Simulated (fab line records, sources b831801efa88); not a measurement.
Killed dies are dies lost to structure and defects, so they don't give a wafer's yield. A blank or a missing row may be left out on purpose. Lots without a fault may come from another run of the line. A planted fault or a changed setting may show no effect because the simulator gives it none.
fab line records | flow sky130
record lots=6 wafers=18 last_day=49
route steps=708 shown FIELD_ISO@4 PAD_OPEN@708
lots that met no fault: from a run of the same line without faults
start_h: hours from the record's first day to the start of the lot's first wafer shown | wait_h: hours since the lot's step before | " the same as in the row above | L1.1+2: a row that stands for several wafers | - no value, or no start given | * or withheld: withheld | < > ~ a bound
route shown NAME@n: a module of which the file shows steps, and the number in the route of the first | usual: mean/standard deviation of fault-free wafers | same: alike in all rows | chamber/n: place in a boat | sites: the reading at each site | _std_site: their standard deviation | _edge_site: outer sites' mean less inner sites' | radius_mm: how far each site lies from the wafer's centre | mask NAME#n: copy n | behind: the tool/chamber that last shaped the wafer | hold: why the lot was held/for how many hours/how that ended | device: the transistor (n, p or np) that didn't switch | end of line: the same wafers' tests at the end of the route | a step without rows: its recipe alone | killed: dies lost to structure and defects at the first sort, not the wafer's yield | map: a wafer's dies, x killed, . not, _ none there
set.NAME: the setting as run; set.NAME@STEP: as run at that earlier step | model.NAME: the simulator's own value behind a step, which no gauge read
lots at some steps of the route; a table a step, a row a wafer
services: from which hour (start_h, from the record's first day; less than 0 if before it) a tool's chamber was out of use, for how many hours, and why
## steps
# step SKY_FIELD_ISO_CVD_03
# recipe material=Si3N4 precursor=DCS/NH3 target_thk_nm=165 temp_c=770 time_s=2830 pressure_mtorr=250
# step SKY_FIELD_ISO_THK_MEAS_04
# recipe reads=Si3N4_of_FIELD_ISO_CVD_03
# usual FIELD_ISO_CVD_03_THK=166.1/1.5
# columns lot.wafer tool chamber start_h wait_h FIELD_ISO_CVD_03_THK[nm]
L561.4 film_metro-03 - 14.63 0.0 169.4
L561.5 " - " " 167.1
L561.6 " - " " 166.5
L562.3 film_metro-02 - 18.51 0.0 166.4
L562.4 " - " " 164.9
L562.5 " - " " 164.7
L567.1 film_metro-03 - 44.55 0.0 167.3
L567.2 " - " " 167.6
L567.4 " - " " 168.0
L569.1 film_metro-01 - 53.48 0.0 165.5
L569.2 " - " " 164.3
L569.3 " - " " 165.8
L575.2 film_metro-03 - 83.49 0.0 166.1
L575.3 " - " " 166.7
L575.5 " - " " 166.0
L581.2 film_metro-01 - 114.69 0.0 166.1
L581.4 " - " " 166.2
L581.5 " - " " 167.0
# step SKY_FIELD_ISO_DEHYDRATE_05
# recipe temp_c=200 time_s=60
# step SKY_FIELD_ISO_HMDS_06
# recipe prime_time_s=60 prime_temp_c=120
# step SKY_FIELD_ISO_COAT_07
# recipe resist=BARC temp_c=withheld time_s=withheld spin_rpm=3000 resist_thk_nm=60
# step SKY_FIELD_ISO_COAT_08
# recipe resist=KrF-thick spin_rpm=3000 resist_thk_nm=450
# step SKY_FIELD_ISO_SOFTBAKE_09
# recipe temp_c=100 time_s=90 resist=KrF-thick
# step SKY_FIELD_ISO_EXPOSE_10
# recipe mask_id=FOM na=0.68 source_shape=annular sigma_inner=0.4 sigma_outer=0.8 target_cd_nm=150 dose_mj=28
# step SKY_FIELD_ISO_PEB_11
# recipe peb_temp_c=withheld peb_time_s=withheld resist=KrF-thick
# step SKY_FIELD_ISO_DEVELOP_12
# recipe develop_time_s=60 resist=KrF-thick dev_temp_c=21
# step SKY_FIELD_ISO_CD_MEAS_13
# recipe target_cd_nm=150
# usual cd_nm=149.4/1.4
# columns lot.wafer tool chamber start_h wait_h cd_nm
L561.4 cd_sem-02 - 29.25 - 150.9
L561.5 " - " " 149.8
L561.6 " - " " 150.7
L562.3 cd_sem-01 - 32.97 - 149.8
L562.4 " - " " 150.4
L562.5 " - " " 150.2
L567.1 cd_sem-02 - 60.53 - 150.3
L567.2 " - " " 149.8
L567.4 " - " " 149.9
L569.1 cd_sem-02 - 69.54 - 148.6
L569.2 " - " " 150.0
L569.3 " - " " 149.3
L575.2 cd_sem-01 - 100.65 - 147.8
L575.3 " - " " 147.2
L575.5 " - " " 147.2
L581.2 cd_sem-01 - 133.01 - 150.8
L581.4 " - " " 149.6
L581.5 " - " " 149.8
# step SKY_FIELD_ISO_ETCH_14
# recipe chemistry=N2/H2 target=BARC ion_energy_ev=200 source_w=500 bias_w=100 pressure_mtorr=30 n2_flow_sccm=100 h2_flow_sccm=200 stop_on=SiO2 time_s=45.9 target_depth_a=600
# usual drypump_motor_current_A=5.7/0.41 oes_product_au=0.854/0.0047 rf_fwd_power_W=494.9/2.1 throttle_valve_pct=13.225/0.0089
# same time_s=45.9
# columns lot.wafer tool chamber start_h wait_h drypump_motor_current_A oes_product_au rf_fwd_power_W rf_hours_counter_h throttle_valve_pct
L561.4 rie_diel-02 1 29.31 0.0 5.3 0.854 493.8 102 13.227
L561.5 " 3 " " 5.3 0.856 495.5 - 13.221
L561.6 " 2 " " 5.9 0.859 498.7 - 13.233
L562.3 rie_diel-01 3 33.05 0.1 5.2 0.849 494.9 69 13.225
L562.4 " 1 " " 5.6 0.855 495.3 23 13.214
L562.5 " 1 " " 5.6 0.863 495.0 - 13.229
L567.1 rie_diel-02 2 60.65 0.1 6.0 0.851 495.3 31 13.224
L567.2 " 1 " " 5.3 0.851 492.2 103 13.224
L567.4 " 0 " " 6.3 0.854 496.1 151 13.222
L569.1 rie_diel-02 1 69.66 0.1 5.3 0.850 491.0 103 13.229
L569.2 " 3 " " 5.3 0.859 497.7 94 13.216
L569.3 " 0 " " 6.3 0.854 493.0 152 13.218
L575.2 rie_diel-04 1 100.75 0.1 6.3 0.853 496.5 105 13.235
L575.3 " 0 " " 5.9 0.854 494.5 115 13.237
L575.5 " 1 " " 6.3 0.856 492.7 - 13.206
L581.2 rie_diel-04 0 133.11 0.1 5.9 0.863 496.0 116 13.219
L581.4 " 1 " " 6.3 0.852 495.2 106 13.215
L581.5 " 2 " " 5.4 0.862 488.3 - 13.217
# step SKY_FIELD_ISO_ETCH_15
# recipe chemistry=CHF3/O2 target_depth_nm=180 stop_on=Si source_w=600 bias_w=200 pressure_mtorr=40 chf3_flow_sccm=50 O2_flow_sccm=5 time_s=72
# usual drypump_motor_current_A=5.7/0.41 oes_product_au=0.949/0.0073 rf_fwd_power_W=595.4/2.2 throttle_valve_pct=8.845/0.01
# same time_s=72
# columns lot.wafer tool chamber start_h wait_h drypump_motor_current_A oes_product_au rf_fwd_power_W rf_hours_counter_h throttle_valve_pct model.KrF-thick_of_FIELD_ISO_COAT_08.thk_nm
L561.4 rie_diel-02 1 29.35 0.0 5.3 0.964 594.1 102 8.840 229.4
L561.5 " 3 " " 5.4 0.953 596.0 - 8.832 231
L561.6 " 2 " " 6.0 0.950 600.2 - 8.857 242.3
L562.3 rie_diel-01 3 33.09 0.0 5.2 0.947 596.9 69 8.844 238.9
L562.4 " 1 " " 5.6 0.950 596.0 23 8.849 240
L562.5 " 1 " " 5.6 0.939 597.2 - 8.870 235.2
L567.1 rie_diel-02 2 60.69 0.0 5.9 0.950 594.2 31 8.825 244
L567.2 " 1 " " 5.3 0.961 591.3 103 8.858 134.9
L567.4 " 0 " " 6.3 0.959 592.3 151 8.859 237.2
L569.1 rie_diel-02 1 69.70 0.0 5.3 0.938 591.6 103 8.854 233.2
L569.2 " 3 " " 5.3 0.950 598.0 94 8.853 143.5
L569.3 " 0 " " 6.3 0.945 594.4 152 8.840 240.2
L575.2 rie_diel-04 1 100.79 0.0 6.3 0.949 594.3 105 8.851 228.8
L575.3 " 0 " " 5.9 0.957 597.4 115 8.855 233.4
L575.5 " 1 " " 6.3 0.946 595.0 - 8.847 231.3
L581.2 rie_diel-04 0 133.15 0.0 5.9 0.950 595.5 116 8.858 232
L581.4 " 1 " " 6.3 0.942 599.0 106 8.834 225.8
L581.5 " 2 " " 5.4 0.955 592.2 - 8.818 235.4
# step SKY_FIELD_ISO_STRIP_16
# recipe chemistry=O2/N2 power_w=1400 pressure_mtorr=1500 platen_temp_c=withheld o2_flow_sccm=3000 n2_flow_sccm=300 overash_fraction=0.5
# usual drypump_motor_current_A=6.03/0.26 oes_product_au=0.377/0.0052 strip_time_to_endpoint_s=3.54/0.051
# columns lot.wafer tool chamber start_h wait_h drypump_motor_current_A oes_product_au rf_hours_counter_h strip_time_to_endpoint_s
L561.4 plasma_asher-01 1 29.44 0.1 6.23 0.372 - 3.47
L561.5 " 1 " " 6.20 0.371 - 3.49
L561.6 " 0 " " 6.18 0.385 - 3.63
L562.3 plasma_asher-01 0 33.18 0.1 6.19 0.379 - 3.58
L562.4 " 1 " " 6.21 0.380 - 3.58
L562.5 " 1 " " 6.21 0.378 - 3.55
L567.1 plasma_asher-02 0 60.75 0.0 5.97 0.389 38 3.62
L567.2 " 1 " " 6.26 0.333 38 2.43
L567.4 " 0 " " 6.02 0.381 - 3.56
L569.1 plasma_asher-02 0 69.76 0.0 6.00 0.382 39 3.50
L569.2 " 1 " " 6.25 0.334 39 2.54
L569.3 " 1 " " 6.24 0.371 - 3.59
L575.2 plasma_asher-02 1 100.85 0.0 6.26 0.371 42 3.46
L575.3 " 1 " " 6.25 0.374 - 3.51
L575.5 " 1 " " 6.26 0.375 - 3.49
L581.2 plasma_asher-02 1 133.21 0.0 6.23 0.371 45 3.49
L581.4 " 1 " " 6.23 0.372 - 3.43
L581.5 " 0 " " 5.98 0.381 - 3.53
# step SKY_FIELD_ISO_ETCH_17
# recipe target_depth_a=3420 mask_material=Si3N4 chemistry=HBr/Cl2/O2 target=Si taper_deg=5 icp_w=600 bias_w=150 pressure_mtorr=15 HBr_flow_sccm=150 Cl2_flow_sccm=40 O2_flow_sccm=6 time_s=97.7
# usual drypump_motor_current_A=5.8/0.45 oes_product_au=0.997/0.015 rf_fwd_power_W=596.4/2.1 throttle_valve_pct=25.659/0.013
# same time_s=97.7
# columns lot.wafer tool chamber start_h wait_h drypump_motor_current_A oes_product_au rf_fwd_power_W rf_hours_counter_h throttle_valve_pct
L561.4 rie_si-01 2 29.51 0.0 6.4 0.992 594.4 53 25.664
L561.5 " 0 " " 5.2 0.978 595.5 - 25.667
L561.6 " 3 " " 6.2 0.950 596.6 - 25.685
L562.3 rie_si-02 1 33.25 0.0 5.0 0.996 597.3 115 25.660
L562.4 " 2 " " 5.9 1.010 598.7 3 25.641
L562.5 " 0 " " 6.1 0.995 594.1 - 25.652
L567.1 rie_si-01 0 60.85 0.1 5.2 0.985 598.7 84 25.655
L567.2 " 3 " " 6.2 0.955 597.0 110 25.672
L567.4 " 2 " " 6.4 0.989 596.9 53 25.661
L569.1 rie_si-02 1 69.86 0.1 5.0 0.994 597.1 115 25.668
L569.2 " 3 " " 5.8 1.005 593.4 122 25.650
L569.3 " 0 " " 6.0 1.005 596.6 138 25.649
L575.2 rie_si-02 1 100.95 0.1 5.0 0.999 597.8 115 25.662
L575.3 " 0 " " 6.0 1.003 596.6 138 25.660
L575.5 " 1 " " 5.0 1.000 595.6 - 25.654
L581.2 rie_si-01 3 133.31 0.1 6.2 0.979 598.1 110 25.678
L581.4 " 0 " " 5.2 0.996 601.4 85 25.671
L581.5 " 1 " " 5.8 1.014 599.2 - 25.649
# step SKY_PAD_OPEN_PROBE_99
# usual killed_at_M0_to_M3=42/6.1 killed_at_M4_up=3.1/1.7 killed_at_contacts=24/5.5 killed_at_front_end=16/4.1 killed_at_other=0.3/0.57 killed_dies=86/8.2 killed_open=47/6.8 killed_short=38/5.8
# same gross_dies=492 killed_at_back_side=0
# columns lot.wafer tool chamber start_h wait_h killed_at_M0_to_M3 killed_at_M4_up killed_at_contacts killed_at_front_end killed_at_other killed_dies killed_open killed_short model.etest.cap_poly_to_well.c_af_um2 model.etest.sram_nfet_pass.off_log10_a_um model.etest.sram_nfet_pass.vt_v model.etest.sram_nfet_pass.vt_sat_v
L561.4 prober-02 - 1076.29 0.2 41 8 30 18 0 97 67 30 90.65 -12.58 0.6489 0.5463
L561.5 prober-02 - 1076.34 0.2 35 3 24 12 0 74 41 33 91.97 -12.35 0.6392 0.5375
L561.6 prober-02 - 1076.39 0.2 55 5 23 6 0 89 51 37 96.98 -12.71 0.6631 0.5685
L562.3 prober-01 - 1080.25 0.2 33 2 20 15 0 70 38 32 92.31 -12.78 0.6826 0.584
L562.4 prober-01 - 1080.30 0.2 47 4 30 15 1 97 52 44 88.74 -12.43 0.6631 0.5685
L562.5 prober-01 - 1080.35 0.2 39 2 22 18 0 81 44 37 89.86 -12.66 0.6796 0.5757
L567.1 prober-02 - 1113.51 0.1 39 3 22 8 0 72 38 34 94.34 -12.45 0.6516 0.5454
L567.2 prober-02 - 1113.56 0.1 31 3 26 13 1 74 42 31 93.22 -13.48 0.7436 0.6441
L567.4 prober-02 - 1113.66 0.2 39 2 21 13 0 75 44 30 90.04 -12.75 0.6723 0.5715
L569.1 prober-02 - 1121.66 0.1 31 5 32 16 1 85 47 38 92.05 -12.87 0.6835 0.5849
L569.2 prober-02 - 1121.71 0.1 34 4 31 14 0 83 38 45 85.51 -13.02 0.6879 0.5918
L569.3 prober-02 - 1121.76 0.2 42 7 27 17 1 94 48 46 94.42 -12.45 0.6596 0.5544
L575.2 prober-02 - 1156.28 0.1 51 3 24 16 0 94 50 44 91.29 -12.62 0.6528 0.5517
L575.3 prober-02 - 1156.33 0.2 50 2 24 18 0 94 55 39 90.25 -12.46 0.6607 0.557
L575.5 prober-02 - 1156.43 0.2 39 2 31 14 1 87 53 34 91.61 -12.86 0.6739 0.5712
L581.2 prober-02 - 1182.26 0.1 46 1 26 24 1 98 60 37 93.56 -12.93 0.6741 0.5747
L581.4 prober-02 - 1182.36 0.2 44 1 24 18 2 89 51 36 91.36 -12.84 0.6924 0.5883
L581.5 prober-02 - 1182.41 0.2 45 3 28 14 1 91 48 42 89.3 -12.99 0.6965 0.5999
# killed by level:class
L561.4 VIA1:geometric_particle:open=20 CONTACT:geometric_particle:open=11 LI_CONTACT:geometric_particle:open=8 POLY_GATE:geometric_particle:open=7 VIA2:geometric_particle:open=6 LI_CONTACT:geometric_particle:short=5 METAL1:geometric_particle:short=5 VIA3:geometric_particle:open=5
L561.5 CONTACT:geometric_particle:open=9 VIA1:geometric_particle:open=8 CONTACT:geometric_particle:short=6 POLY_GATE:geometric_particle:open=5 LI_CONTACT:geometric_particle:open=5 VIA2:geometric_particle:short=5 VIA3:geometric_particle:open=5 VIA3:geometric_particle:short=5
L561.6 VIA2:geometric_particle:open=16 VIA1:geometric_particle:open=11 LI_CONTACT:geometric_particle:open=10 METAL1:geometric_particle:short=6 VIA3:geometric_particle:open=6 METAL2:geometric_particle:short=5 VIA3:geometric_particle:short=5 CONTACT:geometric_particle:open=4
L562.3 CONTACT:geometric_particle:open=8 VIA1:geometric_particle:open=8 METAL1:geometric_particle:short=6 VIA2:geometric_particle:open=6 LI_CONTACT:geometric_particle:open=5 POLY_GATE:geometric_particle:short=4 LOCAL_INTERCONNECT:geometric_particle:short=4 FIELD_ISO:geometric_particle:open=3
L562.4 CONTACT:geometric_particle:open=17 VIA1:geometric_particle:open=12 METAL2:geometric_particle:short=7 METAL1:geometric_particle:short=6 VIA2:geometric_particle:short=6 VIA2:geometric_particle:open=6 POLY_GATE:geometric_particle:short=5 CONTACT:geometric_particle:short=5
L562.5 VIA2:geometric_particle:open=10 VIA1:geometric_particle:open=7 CONTACT:geometric_particle:short=7 FIELD_ISO:geometric_particle:short=6 CONTACT:geometric_particle:open=6 LOCAL_INTERCONNECT:geometric_particle:short=5 POLY_GATE:geometric_particle:open=4 LI_CONTACT:geometric_particle:open=4
L567.1 CONTACT:geometric_particle:open=9 LI_CONTACT:geometric_particle:open=6 METAL1:geometric_particle:short=6 METAL2:geometric_particle:short=6 FIELD_ISO:geometric_particle:short=4 CONTACT:geometric_particle:short=4 VIA1:geometric_particle:open=4 VIA2:geometric_particle:open=4
L567.2 LI_CONTACT:geometric_particle:open=11 CONTACT:geometric_particle:open=9 VIA3:geometric_particle:open=7 METAL1:geometric_particle:short=6 POLY_GATE:geometric_particle:open=5 VIA1:geometric_particle:open=4 VIA1:geometric_particle:short=4 VIA2:geometric_particle:short=4
L567.4 VIA1:geometric_particle:open=9 VIA3:geometric_particle:open=8 LI_CONTACT:geometric_particle:open=7 CONTACT:geometric_particle:open=7 FIELD_ISO:geometric_particle:open=5 METAL1:geometric_particle:short=5 VIA2:geometric_particle:open=5 VIA2:geometric_particle:short=4
L569.1 CONTACT:geometric_particle:open=13 VIA1:geometric_particle:open=10 CONTACT:geometric_particle:short=8 POLY_GATE:geometric_particle:open=6 LI_CONTACT:geometric_particle:open=6 METAL4:geometric_particle:short=5 VIA1:geometric_particle:short=4 METAL2:geometric_particle:short=4
L569.2 CONTACT:geometric_particle:open=11 CONTACT:geometric_particle:short=8 VIA1:geometric_particle:open=7 LI_CONTACT:geometric_particle:open=5 LOCAL_INTERCONNECT:geometric_particle:short=5 METAL2:geometric_particle:short=5 FIELD_ISO:geometric_particle:short=4 VIA3:geometric_particle:open=4
L569.3 CONTACT:geometric_particle:open=9 VIA1:geometric_particle:open=9 VIA2:geometric_particle:open=7 FIELD_ISO:geometric_particle:open=5 LOCAL_INTERCONNECT:geometric_particle:short=5 METAL1:geometric_particle:short=5 VIA3:geometric_particle:open=5 FIELD_ISO:geometric_particle:short=4
L575.2 LI_CONTACT:geometric_particle:open=12 VIA3:geometric_particle:open=12 METAL2:geometric_particle:short=10 VIA2:geometric_particle:short=9 CONTACT:geometric_particle:open=7 VIA1:geometric_particle:open=7 FIELD_ISO:geometric_particle:open=5 FIELD_ISO:geometric_particle:short=4
L575.3 VIA1:geometric_particle:open=12 LI_CONTACT:geometric_particle:open=11 CONTACT:geometric_particle:open=8 VIA3:geometric_particle:short=7 FIELD_ISO:geometric_particle:open=6 VIA1:geometric_particle:short=5 VIA2:geometric_particle:open=5 METAL2:geometric_particle:short=5
L575.5 CONTACT:geometric_particle:open=12 VIA1:geometric_particle:open=11 LI_CONTACT:geometric_particle:open=8 VIA3:geometric_particle:open=8 LOCAL_INTERCONNECT:geometric_particle:short=7 FIELD_ISO:geometric_particle:short=6 VIA2:geometric_particle:open=6 CONTACT:geometric_particle:short=4
L581.2 CONTACT:geometric_particle:open=10 VIA2:geometric_particle:open=10 VIA3:geometric_particle:open=9 CONTACT:geometric_particle:short=8 VIA1:geometric_particle:open=8 METAL1:geometric_particle:short=8 POLY_GATE:geometric_particle:open=7 LI_CONTACT:geometric_particle:open=6
L581.4 CONTACT:geometric_particle:open=13 VIA1:geometric_particle:short=6 POLY_GATE:geometric_particle:open=6 VIA1:geometric_particle:open=5 METAL3:geometric_particle:short=5 VIA3:geometric_particle:open=5 CONTACT:geometric_particle:short=4 METAL1:geometric_particle:open=4
L581.5 LI_CONTACT:geometric_particle:open=11 METAL1:geometric_particle:short=9 VIA3:geometric_particle:open=8 VIA1:geometric_particle:open=7 CONTACT:geometric_particle:open=6 VIA2:geometric_particle:open=6 FIELD_ISO:geometric_particle:open=5 LI_CONTACT:geometric_particle:short=4
## services
# columns tool chamber start_h hours kind
plasma_asher-01 - 6.01 3.4 repair
rie_diel-04 3 8.79 2.5 repair
rie_si-01 - 19.97 0.7 repair
rie_diel-04 1 36.09 5.1 repair
rie_si-02 3 39.33 7.7 repair
rie_diel-04 3 75.01 4.2 repair
rie_diel-02 2 87.35 3.3 repair
rie_diel-01 1 88.64 8.9 repair
plasma_asher-01 - 120.76 2.7 repair
rie_si-02 1 127.93 1.2 repair
rie_si-02 0 132.92 - clean
rie_si-02 0 132.92 26.2 scheduled_down
rie_si-02 0 132.92 26.2 vent_cycle
## key
first_sign step=SKY_FIELD_ISO_STRIP_16 reading=strip_time_to_endpoint_s direction=down sigmas=21 usual=* struck=*
effect step=SKY_FIELD_ISO_STRIP_16 reading=oes_product_au direction=down sigmas=8.4 usual=0.377 struck=0.334
model_effect step=SKY_FIELD_ISO_ETCH_15 value=KrF-thick_of_FIELD_ISO_COAT_08.thk_nm without=231.7 struck=139.2
model_effect step=SKY_PAD_OPEN_PROBE_99 value=etest.cap_poly_to_well.c_af_um2 without=92.81 struck=89.36
met_at SKY_FIELD_ISO_ETCH_15
struck_wafers L567.2,L569.2
tester_left_out L567,L569
onset_between 29.35 60.69
fault kind=process_parameter_drift tool=rie_diel-02 chamber=- onset_h=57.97 steps=SKY_FIELD_ISO_ETCH_15 channel=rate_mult offset=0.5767 shape=step end_h=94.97 scope=struck_wafers_only
# tester_left_out: of these lots the tester's yield and bins aren't shown, on N5 and GAA mostly nor the transistor test; their killed dies are dies lost to structure and defects alone, not to doping, threshold or leakage, so they don't give the yield
